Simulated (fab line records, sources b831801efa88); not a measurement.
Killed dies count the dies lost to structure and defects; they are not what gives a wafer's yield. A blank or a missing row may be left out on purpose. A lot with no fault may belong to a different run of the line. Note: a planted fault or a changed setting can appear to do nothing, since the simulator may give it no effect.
Struck lot and sound lot, side by side | flow sky130 | 17 steps out of a route of 708
Sound: the wafers L417.1, L417.3, L417.6. Struck: wafer L403.5 (left out: L403.3, a lot-mate that was not struck); the cause follows at the end.
For every step that has rows: the tool of each side, followed by ch and its chambers, followed by its first start. Under that, the readings that differ: sound wafers | struck wafers | difference of the means | sigmas: that difference in standard deviations of wafers without a fault.
alike: a reading whose means differ by less than 2 such deviations, as well as words and numbers matching on both sides. not compared: withheld readings; readings where some wafer has no value; bounds like >300 that might hide an equal value; numbers whose values overlap and for which the record gives no deviation.
The two part at a step that has a row with sigmas, a row that says differs or no value, or rows on one side only. Non-overlapping numbers with no deviation appear without sigmas and do not part them. A reading missing from all wafers of one side parts the sides only when that side holds two or more wafers.

first, 2 steps without rows for these wafers: SKY_LOCAL_INTERCONNECT_PEB_09; SKY_LOCAL_INTERCONNECT_DEVELOP_10 (develop time 60 s).
SKY_LOCAL_INTERCONNECT_CD_MEAS_11: the cd target is 170 nm.
  sound on cd-sem-01, day 36 11:50; struck on cd-sem-02, day 31 15:39
  alike: cd-nm
SKY_LOCAL_INTERCONNECT_OVL_MEAS_12:
  sound on overlay-02, day 36 11:58; struck on overlay-02, day 31 15:44
  alike: LOCAL_INTERCONNECT_OVL
SKY_LOCAL_INTERCONNECT_ETCH_13: etches BARC in N2/H2, stops on SiO2, time 45.9 s, target depth 60 nm.
  sound on rie-metal-03 ch 0, day 36 12:00; struck on rie-metal-04 ch 1, day 31 15:47
  reading                     | sound       | struck | difference | sigmas
  drypump-motor-current-A (A) | 6.3 6.2 6.2 | 5.2    | -1.0       | -3
  alike: bias-w, chamber-pressure-mTorr, h2-flow-sccm, oes-product-au, throttle-valve-pct
  not compared: rf-hours-counter-h
SKY_LOCAL_INTERCONNECT_METAL_ETCH_14: etches TiN in Cl2/BCl3, stops on PSG, target depth 110 nm, time 31.4 s.
  sound on rie-metal-03 ch 0, day 36 12:07; struck on rie-metal-04 ch 1, day 31 15:51
  reading                     | sound       | struck | difference | sigmas
  drypump-motor-current-A (A) | 6.2 6.2 6.2 | 5.2    | -1.0       | -2
  alike: bias-w, chamber-pressure-mTorr, mfc-cl2-sccm, oes-product-au, throttle-valve-pct
  not compared: rf-hours-counter-h
SKY_LOCAL_INTERCONNECT_STRIP_15: strips in O2/N2.
  sound on plasma-asher-02 ch 0,1, day 36 12:13; struck on plasma-asher-02 ch 1, day 31 15:55
  alike: chamber-pressure-mTorr, drypump-motor-current-A, oes-product-au, strip-time-to-endpoint-s
  not compared: rf-hours-counter-h
then, 3 steps without rows for these wafers: SKY_LOCAL_INTERCONNECT_STRIP_16 (strips in post etch residue remover, time 1200 s); SKY_LOCAL_INTERCONNECT_CLEAN_17 (cleans in IPA, time 180 s); SKY_LOCAL_INTERCONNECT_CLEAN_18 (cleans in O3/DIW).
SKY_CONTACT_CVD_00: deposits Si3N4, target thk 75 nm.
  sound on pecvd-02 ch 0,2, day 36 13:15; struck on pecvd-01 ch 2, day 31 16:28
  alike: heater-power-outer-w, heater-power-w
SKY_CONTACT_THK_MEAS_01:
  sound on film-metro-01, day 36 13:17; struck on film-metro-03, day 31 16:32
  reading                 | sound          | struck | difference | sigmas
  CONTACT_CVD_00_THK (nm) | 74.0 73.4 74.4 | 76.2   | +2.3       | +3
SKY_CONTACT_HDPCVD_02: deposits SiO2, target thk 565 nm, time 94.2 s.
  sound on hdpcvd-01 ch 0,1,2, day 36 13:20; struck on hdpcvd-02 ch 0, day 31 16:34
  reading                                     | sound             | struck | difference | sigmas
  run-length-s (s)                            | 122.1 121.6 122.1 | 96.9   | -25.0      | -50
  model.SiO2_of_CONTACT_HDPCVD_02.thk-nm (nm) | 551.3 552.7 553.6 | 410.6  | -141.9     |
SKY_CONTACT_THK_MEAS_03:
  sound on film-metro-03, day 36 13:25; struck on film-metro-02, day 31 16:53
  reading                 | sound       | struck | difference | sigmas
  CONTACT_HDPCVD_THK (nm) | 551 553 554 | 411    | -142       | -29
  not compared: hold
SKY_CONTACT_CMP_04: polishes SiO2.
  sound on cmp-01 ch 1,3, day 36 13:28; struck on cmp-01 ch 2, day 31 18:43
  reading                 | sound             | struck                   | difference                   | sigmas
  hold                    | - - -             | await-dispo/1.7h/release | no value on the sound wafers |
  head-pressure-psi (psi) | 4.017 3.993 4.003 | 3.987                    | -0.017                       | -2
  time-to-endpoint-s (s)  | 80 79 80          | 28                       | -52                          | -13
  alike: motor-current-A
SKY_CONTACT_BOW_MEAS_05:
  sound on film-metro-03, day 36 13:46; struck on film-metro-01, day 31 19:00
  alike: CONTACT_BOW
-- the record jumps here: 15 days lie between the struck wafers' starts before and after (it left off in module CONTACT and takes up again in module PAD_OPEN, whose first step shown is number 708 of the route) --
SKY_PAD_OPEN_PROBE_99:
  sound on prober-01, day 50 03:55; struck on prober-02, day 46 15:13
  alike: killed_at_M0_to_M3, killed_at_M4_up, killed-at-contacts, killed-at-front-end, killed-at-other, killed-dies, killed-on-rim, killed-open, killed-short
  not compared: model.etest.met1-comb.leak-log10-a-um

== WHERE THEY PART ==
Earliest at SKY_LOCAL_INTERCONNECT_ETCH_13; latest, in this record, at SKY_CONTACT_CMP_04. Later steps at which nothing parts them and some readings are alike: SKY_CONTACT_BOW_MEAS_05, SKY_PAD_OPEN_PROBE_99.

WHY: what had been put in by the simulator
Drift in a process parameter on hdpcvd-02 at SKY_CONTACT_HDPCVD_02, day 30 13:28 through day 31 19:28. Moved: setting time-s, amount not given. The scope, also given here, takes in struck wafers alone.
